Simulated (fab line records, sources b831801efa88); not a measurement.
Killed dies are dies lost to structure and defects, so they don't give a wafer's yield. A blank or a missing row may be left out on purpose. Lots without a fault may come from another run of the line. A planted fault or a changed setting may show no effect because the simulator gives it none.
Chamber matching | flow sky130 | SKY_VIA3_CMP_02 on cmp-01: 4 sister chambers
The step polishes SiO2. 8 wafers are shown with their chamber, then 8 later ones without.

WAFERS WITH THEIR CHAMBER
wafer  | chamber | motor_current_A (A)
L594.1 | 2       | 11.5
L594.4 | 3       | 13.0
L596.4 | 3       | 12.6
L596.5 | 1       | 12.2
L598.2 | 2       | 12.3
L598.5 | 0       | 11.2
L598.6 | 1       | 12.5
L599.1 | 0       | 10.9

WAFERS WITHOUT THEIR CHAMBER
wafer  | motor_current_A (A)
L599.3 | 12.1
L599.4 | 12.2
L602.1 | 11.5
L602.2 | 11.0
L602.6 | 12.1
L614.2 | 12.4
L614.4 | 12.1
L614.6 | 13.2

WHICH CHAMBER EACH WENT THROUGH
wafer  | from the rows above          | in truth
L599.3 | can't be placed: 2 or 1 or 3 | 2
L599.4 | can't be placed: 1 or 2 or 3 | 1
L602.1 | can't be placed: 2 or 0 or 1 | 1
L602.2 | 0                            | 0
L602.6 | can't be placed: 2 or 1 or 3 | 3
L614.2 | can't be placed: 1 or 3 or 2 | 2
L614.4 | can't be placed: 2 or 1 or 3 | 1
L614.6 | can't be placed: 3 or 1      | 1
Placed correctly: 1 of 8. Can't be placed from these rows: 7 (the true chamber is among the candidates in 7). Placed wrongly: 0.
How it was worked out, from the rows above alone: a wafer's distance from a chamber is the root of the sum, over the readings, of the square of ((its reading less the chamber's mean) divided by the reading's scatter). The wafer belongs to the nearest chamber; if the next one is less than 2 further off, it can't be placed. A chamber's mean is the mean of its shown wafers. The scatter: the root of (the sum of the squares of (reading less its chamber's mean) over the shown wafers, divided by (wafers less chambers)).
